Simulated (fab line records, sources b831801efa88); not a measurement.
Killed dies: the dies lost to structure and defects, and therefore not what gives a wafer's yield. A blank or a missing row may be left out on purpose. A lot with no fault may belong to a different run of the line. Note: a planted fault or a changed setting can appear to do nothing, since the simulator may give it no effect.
fab line records -- flow gf180mcu
record lots=11, wafers=33, last-day=34
route steps=602 shown MVPSD@87 DUAL_GATE@154 V2@387
lots that met no fault: taken from a fault-free run of the same line
start-h: hours from the record's opening day to when the first of the lot's shown wafers began -- wait-h: time in hours since the lot's previous step -- " as in the row above -- L1.1+2: one row covering several wafers at once -- - either no value or no given start -- * or withheld: withheld -- < > ~ a bound
route shown NAME@n: NAME is a module with steps in the file, n the number in the route of the first one -- usual: average and standard deviation across the fault-free wafers -- same: alike in all rows -- chamber/n: place in a boat -- sites: readings site by site -- _std_site: standard deviation of those values -- _edge_site: inner sites' mean taken away from outer sites' mean -- radius-mm: for every site, how far away it sits from the centre of the wafer -- mask NAME#n: copy n -- behind: the last tool/chamber to shape the wafer -- hold: what put the lot on hold/how long, in hours/how the hold closed -- device: transistor that didn't switch, given as n, p or np -- end of line: tests of these same wafers at the route's end -- a step without rows: its recipe alone -- killed: dies that structure and defects cost at the first sort, which is not the same as the wafer's yield -- map: the dies of a wafer, with x for killed, . for not killed, _ for no die there
set.NAME: the run value of the setting; set.NAME@STEP: its run value at that earlier step -- model.NAME: the simulator's own value behind a step, which no gauge read
one table for each step of the route and one row for each wafer, over a sample of lots
services: when a tool's chamber went out of use (start-h, in hours from the record's first day, below 0 if earlier), for how many hours, and the reason
## steps
# step GF_MVPSD_IMPLANT_09
# recipe species=B, energy-kev=40, dose-cm2=5e+12, tilt-deg=0
# usual dose-ions-cm2=4.998e+12/5e+09, faraday-current-uA=28.2/0.6
lot.wafer,tool,chamber,start-h,wait-h,dose-ions-cm2,faraday-current-uA
L438.2,implanter-03,0,114.14,0.1,4.998e+12,27.2
L438.4,implanter-03,0,114.14,0.1,5.002e+12,28.2
L438.6,implanter-03,0,114.14,0.1,4.997e+12,28.3
L440.1,implanter-03,0,120.36,0.1,4.991e+12,28.7
L440.4,implanter-03,0,120.36,0.1,4.995e+12,27.5
L440.5,implanter-03,0,120.36,0.1,4.994e+12,28.3
L439.2,implanter-04,0,121.84,0.1,4.998e+12,27.8
L439.4,implanter-04,0,121.84,0.1,4.996e+12,27.9
L439.6,implanter-04,0,121.84,0.1,5.002e+12,28.0
L442.1,implanter-01,0,132.06,0.1,5.012e+12,27.5
L442.4,implanter-01,0,132.06,0.1,4.997e+12,28.9
L442.6,implanter-01,0,132.06,0.1,5.004e+12,28.5
L445.2,implanter-04,0,147.94,0.1,8.051e+12,45.7
L445.5,implanter-04,0,147.94,0.1,8.057e+12,44.2
L445.6,implanter-04,0,147.94,0.1,8.064e+12,46.0
L446.1,implanter-04,0,156.21,0.1,8.053e+12,45.6
L446.4,implanter-04,0,156.21,0.1,8.054e+12,46.8
L446.6,implanter-04,0,156.21,0.1,8.055e+12,44.7
L447.1,implanter-03,0,162.72,0.1,4.992e+12,28.8
L447.2,implanter-03,0,162.72,0.1,4.989e+12,28.3
L447.6,implanter-03,0,162.72,0.1,5e+12,28.4
L453.1,implanter-03,0,199.63,0.1,5.001e+12,27.8
L453.2,implanter-03,0,199.63,0.1,5.002e+12,27.3
L453.6,implanter-03,0,199.63,0.1,5.007e+12,29.0
L457.1,implanter-01,0,220.08,0.1,4.986e+12,27.5
L457.5,implanter-01,0,220.08,0.1,5e+12,28.9
L457.6,implanter-01,0,220.08,0.1,4.991e+12,29.5
L458.1,implanter-04,0,226.92,0.1,5.002e+12,27.6
L458.2,implanter-04,0,226.92,0.1,4.996e+12,27.8
L458.4,implanter-04,0,226.92,0.1,5.001e+12,29.2
L459.1,implanter-04,0,232.73,0.1,4.999e+12,29.0
L459.2,implanter-04,0,232.73,0.1,4.994e+12,27.4
L459.6,implanter-04,0,232.73,0.1,4.996e+12,27.9
# step GF_MVPSD_TW_MEAS_11
# usual MVPSD_TW=556.9/2.4
lot.wafer,tool,chamber,start-h,wait-h,hold,MVPSD_TW
L438.2,film-metro-03,-,114.37,0.1,-,557.6
L438.4,film-metro-03,-,114.37,0.1,-,554.2
L438.6,film-metro-03,-,114.37,0.1,-,556.7
L440.1,film-metro-03,-,120.61,0.1,-,562.1
L440.4,film-metro-03,-,120.61,0.1,-,556.6
L440.5,film-metro-03,-,120.61,0.1,-,557.2
L439.2,film-metro-02,-,122.07,0.1,-,558.6
L439.4,film-metro-02,-,122.07,0.1,-,557.3
L439.6,film-metro-02,-,122.07,0.1,-,559.0
L442.1,film-metro-03,-,132.31,0.1,-,557.9
L442.4,film-metro-03,-,132.31,0.1,-,557.9
L442.6,film-metro-03,-,132.31,0.1,-,556.0
L445.2,film-metro-02,-,148.18,0.1,await-dispo/0.2h/release,572.1
L445.5,film-metro-02,-,148.18,0.1,await-dispo/0.2h/release,569.8
L445.6,film-metro-02,-,148.18,0.1,await-dispo/0.2h/release,574.5
L445.2,film-metro-02,-,148.40,0.2,-,574.0
L445.5,film-metro-02,-,148.40,0.2,-,571.2
L445.6,film-metro-02,-,148.40,0.2,-,574.4
L446.1,film-metro-03,-,156.46,0.1,await-dispo/0.2h/release,577.3
L446.4,film-metro-03,-,156.46,0.1,await-dispo/0.2h/release,575.0
L446.6,film-metro-03,-,156.46,0.1,await-dispo/0.2h/release,572.9
L446.1,film-metro-03,-,156.75,0.3,-,576.1
L446.4,film-metro-03,-,156.75,0.3,-,577.9
L446.6,film-metro-03,-,156.75,0.3,-,574.9
L447.1,film-metro-02,-,162.97,0.1,-,553.9
L447.2,film-metro-02,-,162.97,0.1,-,555.8
L447.6,film-metro-02,-,162.97,0.1,-,553.0
L453.1,film-metro-03,-,199.88,0.1,-,559.4
L453.2,film-metro-03,-,199.88,0.1,-,562.1
L453.6,film-metro-03,-,199.88,0.1,-,558.4
L457.1,film-metro-03,-,220.33,0.1,-,558.6
L457.5,film-metro-03,-,220.33,0.1,-,560.7
L457.6,film-metro-03,-,220.33,0.1,-,562.0
L458.1,film-metro-02,-,227.17,0.1,-,556.2
L458.2,film-metro-02,-,227.17,0.1,-,554.2
L458.4,film-metro-02,-,227.17,0.1,-,554.0
L459.1,film-metro-02,-,232.98,0.1,-,556.6
L459.2,film-metro-02,-,232.98,0.1,-,555.0
L459.6,film-metro-02,-,232.98,0.1,-,551.0
# step GF_VT_IMPLANT_RS_MEAS_49
# recipe thk-meas-gauge=four-point-probe
# usual MVPSD_RS=1168/3.5
lot.wafer,tool,chamber,start-h,wait-h,hold,MVPSD_RS[ohm/sq]
L438.2,film-metro-02,-,176.52,0.1,-,1171
L438.4,film-metro-02,-,176.52,0.1,-,1172
L438.6,film-metro-02,-,176.52,0.1,-,1172
L440.1,film-metro-03,-,183.97,0.1,-,1168
L440.4,film-metro-03,-,183.97,0.1,-,1170
L440.5,film-metro-03,-,183.97,0.1,-,1167
L439.2,film-metro-03,-,184.99,0.1,-,1165
L439.4,film-metro-03,-,184.99,0.1,-,1165
L439.6,film-metro-03,-,184.99,0.1,-,1165
L442.1,film-metro-03,-,196.97,0.1,-,1172
L442.4,film-metro-03,-,196.97,0.1,-,1172
L442.6,film-metro-03,-,196.97,0.1,-,1171
L445.2,film-metro-03,-,214.72,0.1,await-dispo/0.2h/release,1057
L445.5,film-metro-03,-,214.72,0.1,await-dispo/0.2h/release,1058
L445.6,film-metro-03,-,214.72,0.1,await-dispo/0.2h/release,1059
L445.2,film-metro-03,-,215.06,0.3,-,1062
L445.5,film-metro-03,-,215.06,0.3,-,1059
L445.6,film-metro-03,-,215.06,0.3,-,1057
L446.1,film-metro-03,-,224.80,0.1,await-dispo/0.2h/release,1061
L446.4,film-metro-03,-,224.80,0.1,await-dispo/0.2h/release,1056
L446.6,film-metro-03,-,224.80,0.1,await-dispo/0.2h/release,1060
L446.1,film-metro-03,-,225.12,0.3,-,1058
L446.4,film-metro-03,-,225.12,0.3,-,1055
L446.6,film-metro-03,-,225.12,0.3,-,1057
L447.1,film-metro-02,-,231.24,0.1,-,1172
L447.2,film-metro-02,-,231.24,0.1,-,1175
L447.6,film-metro-02,-,231.24,0.1,-,1174
L453.1,film-metro-03,-,273.67,0.1,-,1162
L453.2,film-metro-03,-,273.67,0.1,-,1169
L453.6,film-metro-03,-,273.67,0.1,-,1168
L457.1,film-metro-03,-,296.25,0.1,-,1163
L457.5,film-metro-03,-,296.25,0.1,-,1163
L457.6,film-metro-03,-,296.25,0.1,-,1162
L458.1,film-metro-02,-,305.28,0.1,-,1171
L458.2,film-metro-02,-,305.28,0.1,-,1170
L458.4,film-metro-02,-,305.28,0.1,-,1172
L459.1,film-metro-03,-,310.47,0.1,-,1167
L459.2,film-metro-03,-,310.47,0.1,-,1166
L459.6,film-metro-03,-,310.47,0.1,-,1163
# step GF_DUAL_GATE_STRIP_13
# recipe chemistry=O2/N2, power-w=1400, pressure-mtorr=1500, platen-temp-c=250, o2-flow-sccm=3000, n2-flow-sccm=300, overash-fraction=0.5
# usual drypump-motor-current-A=5.8/0.3, heater-power-w=360/61, oes-product-au=0.716/0.0044, platen-temp-c=250.00/0.18, strip-time-to-endpoint-s=12.66/0.044
lot.wafer,tool,chamber,start-h,wait-h,drypump-motor-current-A,heater-power-w,oes-product-au,platen-temp-c,rf-hours-counter-h,strip-time-to-endpoint-s
L438.2,plasma-asher-01,1,195.94,0.0,6.2,339,0.716,250.22,53,12.68
L438.4,plasma-asher-01,1,195.94,0.0,6.3,348,0.710,249.95,-,12.69
L438.6,plasma-asher-01,0,195.94,0.0,5.6,466,0.717,250.08,-,12.66
L440.1,plasma-asher-01,1,203.14,0.0,6.2,344,0.714,249.89,54,12.67
L440.4,plasma-asher-01,1,203.14,0.0,6.2,346,0.723,250.02,-,12.63
L440.5,plasma-asher-01,0,203.14,0.0,5.5,472,0.716,249.95,-,12.66
L439.2,plasma-asher-03,1,204.40,0.0,5.5,321,0.712,249.77,42,12.69
L439.4,plasma-asher-03,1,204.40,0.0,5.5,317,0.711,249.80,-,12.66
L439.6,plasma-asher-03,1,204.40,0.0,5.5,318,0.721,249.66,-,12.62
L442.1,plasma-asher-02,1,217.69,0.0,5.3,333,0.718,249.87,59,12.70
L442.4,plasma-asher-02,1,217.69,0.0,5.3,325,0.710,249.97,-,12.70
L442.6,plasma-asher-02,1,217.69,0.0,5.3,325,0.723,249.78,-,12.66
L445.2,plasma-asher-01,1,235.34,0.0,6.2,346,0.707,249.76,57,12.66
L445.5,plasma-asher-01,1,235.34,0.0,6.2,343,0.725,249.69,-,12.59
L445.6,plasma-asher-01,0,235.34,0.0,5.5,472,0.713,250.17,-,12.60
L446.1,plasma-asher-02,1,245.13,0.0,5.3,326,0.711,249.87,62,12.61
L446.4,plasma-asher-02,0,245.13,0.0,6.0,297,0.720,249.82,-,12.60
L446.6,plasma-asher-02,0,245.13,0.0,6.0,301,0.715,249.95,-,12.63
L447.1,plasma-asher-01,0,250.88,0.0,5.6,466,0.713,249.76,59,12.76
L447.2,plasma-asher-01,1,250.88,0.0,6.2,340,0.717,250.00,59,12.74
L447.6,plasma-asher-01,0,250.88,0.0,5.5,464,0.714,249.51,-,12.73
L453.1,plasma-asher-03,0,294.94,0.0,5.8,327,0.707,249.88,51,12.57
L453.2,plasma-asher-03,1,294.94,0.0,5.5,320,0.715,250.02,51,12.61
L453.6,plasma-asher-03,1,294.94,0.0,5.5,315,0.713,250.08,-,12.60
L457.1,plasma-asher-03,1,318.49,0.0,5.5,319,0.715,249.94,54,12.63
L457.5,plasma-asher-03,0,318.49,0.0,5.8,329,0.716,250.13,-,12.64
L457.6,plasma-asher-03,1,318.49,0.0,5.5,323,0.718,250.15,-,12.63
L458.1,plasma-asher-02,0,327.59,0.0,6.0,313,0.713,249.86,70,12.75
L458.2,plasma-asher-02,1,327.59,0.0,5.3,325,0.717,249.96,70,12.76
L458.4,plasma-asher-02,1,327.59,0.0,5.3,326,0.714,249.87,-,12.79
L459.1,plasma-asher-01,0,333.34,0.0,5.5,461,0.715,249.68,67,12.67
L459.2,plasma-asher-01,1,333.34,0.0,6.2,339,0.714,249.84,67,12.66
L459.6,plasma-asher-01,0,333.34,0.0,5.5,476,0.715,250.15,-,12.66
# step GF_V2_BOW_MEAS_05
# recipe mode=bow
# usual V2_BOW=101/8.5
lot.wafer,tool,chamber,start-h,wait-h,V2_BOW[um]
L438.2,film-metro-03,-,467.70,0.2,96
L438.4,film-metro-03,-,467.70,0.2,100
L438.6,film-metro-03,-,467.70,0.2,99
L440.1,film-metro-03,-,474.45,0.2,112
L440.4,film-metro-03,-,474.45,0.2,105
L440.5,film-metro-03,-,474.45,0.2,105
L439.2,film-metro-03,-,478.69,0.3,101
L439.4,film-metro-03,-,478.69,0.3,99
L439.6,film-metro-03,-,478.69,0.3,99
L442.1,film-metro-02,-,495.93,0.1,88
L442.4,film-metro-02,-,495.93,0.1,102
L442.6,film-metro-02,-,495.93,0.1,97
L445.2,film-metro-02,-,517.87,0.2,106
L445.5,film-metro-02,-,517.87,0.2,110
L445.6,film-metro-02,-,517.87,0.2,103
L446.1,film-metro-04,-,530.35,0.2,96
L446.4,film-metro-04,-,530.35,0.2,92
L446.6,film-metro-04,-,530.35,0.2,82
L447.1,film-metro-03,-,534.35,0.1,106
L447.2,film-metro-03,-,534.35,0.1,99
L447.6,film-metro-03,-,534.35,0.1,110
L453.1,film-metro-04,-,582.90,0.2,103
L453.2,film-metro-04,-,582.90,0.2,97
L453.6,film-metro-04,-,582.90,0.2,96
L457.1,film-metro-03,-,610.89,0.2,106
L457.5,film-metro-03,-,610.89,0.2,96
L457.6,film-metro-03,-,610.89,0.2,97
L458.1,film-metro-04,-,620.12,0.1,107
L458.2,film-metro-04,-,620.12,0.1,107
L458.4,film-metro-04,-,620.12,0.1,99
L459.1,film-metro-02,-,621.64,0.2,106
L459.2,film-metro-02,-,621.64,0.2,88
L459.6,film-metro-02,-,621.64,0.2,109
# step GF_V2_SPUTTER_22
# recipe material=TiN, target-thk-nm=10, chamber-pressure-pa=5, power-w=4000, time-s=40
# usual cathode-dc-power-W=4000.0/0.68, throttle-valve-pct=30.3/1
lot.wafer,tool,chamber,start-h,wait-h,cathode-dc-power-W,throttle-valve-pct
L438.2,pvd-sputter-04,-,493.11,0.0,3998.8,28.1
L438.4,pvd-sputter-04,-,493.11,0.0,4000.4,31.0
L438.6,pvd-sputter-04,-,493.11,0.0,3999.8,29.8
L440.1,pvd-sputter-01,-,499.20,0.0,3999.7,29.4
L440.4,pvd-sputter-01,-,499.20,0.0,3999.7,30.0
L440.5,pvd-sputter-01,-,499.20,0.0,4000.5,30.2
L439.2,pvd-sputter-03,-,504.05,0.0,3998.2,31.8
L439.4,pvd-sputter-03,-,504.05,0.0,3999.5,31.2
L439.6,pvd-sputter-03,-,504.05,0.0,4000.6,29.9
L442.1,pvd-sputter-03,-,520.50,0.0,3999.5,30.1
L442.4,pvd-sputter-03,-,520.50,0.0,3998.9,31.2
L442.6,pvd-sputter-03,-,520.50,0.0,3999.8,31.8
L445.2,pvd-sputter-01,-,541.51,0.0,3999.9,29.9
L445.5,pvd-sputter-01,-,541.51,0.0,4000.0,31.3
L445.6,pvd-sputter-01,-,541.51,0.0,3998.5,30.8
L446.1,pvd-sputter-03,-,553.36,0.0,4000.8,31.8
L446.4,pvd-sputter-03,-,553.36,0.0,3999.0,30.0
L446.6,pvd-sputter-03,-,553.36,0.0,3999.5,32.0
L447.1,pvd-sputter-01,-,557.60,0.0,3999.8,31.0
L447.2,pvd-sputter-01,-,557.60,0.0,3998.8,29.0
L447.6,pvd-sputter-01,-,557.60,0.0,3999.4,30.7
L453.1,pvd-sputter-04,-,604.85,0.0,4000.6,30.1
L453.2,pvd-sputter-04,-,604.85,0.0,4000.7,30.0
L453.6,pvd-sputter-04,-,604.85,0.0,4000.4,30.9
L457.1,pvd-sputter-03,-,632.17,0.0,3999.7,32.1
L457.5,pvd-sputter-03,-,632.17,0.0,3999.7,30.9
L457.6,pvd-sputter-03,-,632.17,0.0,3999.5,31.6
L458.1,pvd-sputter-04,-,641.07,0.0,4000.5,29.7
L458.2,pvd-sputter-04,-,641.07,0.0,4000.2,28.5
L458.4,pvd-sputter-04,-,641.07,0.0,4000.6,30.1
L459.1,pvd-sputter-03,-,642.25,0.0,4000.0,32.0
L459.2,pvd-sputter-03,-,642.25,0.0,3999.5,30.9
L459.6,pvd-sputter-03,-,642.25,0.0,4000.0,31.4
## services
tool,chamber,start-h,hours,kind
implanter-04,-,97.22,4.5,pm
plasma-asher-01,-,108.02,3.8,repair
implanter-03,-,141.87,6.1,repair
implanter-03,-,148.29,2.3,repair
implanter-04,-,170.94,1.4,repair
pvd-sputter-03,-,200.23,4.2,repair
pvd-sputter-03,-,200.69,4.1,repair
implanter-03,-,217.53,0.7,repair
pvd-sputter-03,-,297.17,8.7,repair
implanter-03,-,298.38,3.1,repair
implanter-03,-,318.71,4.4,pm
implanter-04,-,361.89,3.6,repair
implanter-03,-,390.98,2.5,repair
pvd-sputter-03,-,408.38,14.4,repair
plasma-asher-01,-,421.25,9.0,pm
implanter-04,-,425.36,3.7,repair
pvd-sputter-03,-,457.68,3.7,repair
plasma-asher-01,-,487.88,2.8,pm
pvd-sputter-03,-,497.42,5.8,repair
implanter-04,-,532.15,10.5,pm
pvd-sputter-03,-,573.92,4.1,repair
implanter-04,-,583.31,6.9,pm
implanter-04,-,593.02,5.2,pm
implanter-04,-,624.88,3.3,repair
## key
first-sign step=GF_MVPSD_IMPLANT_09, reading=dose-ions-cm2, direction=up, sigmas=99+, usual=4.998e+12, struck=8.056e+12
effect step=GF_MVPSD_IMPLANT_09, reading=faraday-current-uA, direction=up, sigmas=29, usual=28.2, struck=45.5
effect step=GF_MVPSD_TW_MEAS_11, reading=visit, direction=added
effect step=GF_MVPSD_TW_MEAS_11, reading=MVPSD_TW, direction=up, sigmas=6.9, usual=556.9, struck=573.6
effect step=GF_VT_IMPLANT_RS_MEAS_49, reading=MVPSD_RS, direction=down, sigmas=32, usual=1168, struck=1058
met-at GF_MVPSD_IMPLANT_09
struck-lots L445,L446
tester-left-out L445,L446
not-acting-at GF_DUAL_GATE_STRIP_13,GF_V2_BOW_MEAS_05,GF_V2_SPUTTER_22
onset-between 121.84 147.94
fault kind=process-parameter-drift, tool=implanter-04, chamber=-, onset-h=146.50, steps=GF_MVPSD_IMPLANT_09, channel=dose-cm2, offset=3.0563e+12, shape=step, end-h=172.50, acts-in=these-recipes-only, stated=5e+12
# tester-left-out: of these lots the tester's yield and bins aren't shown, on N5 and GAA mostly nor the transistor test; their killed dies are dies lost to structure and defects alone, not to doping, threshold or leakage, so they don't give the yield
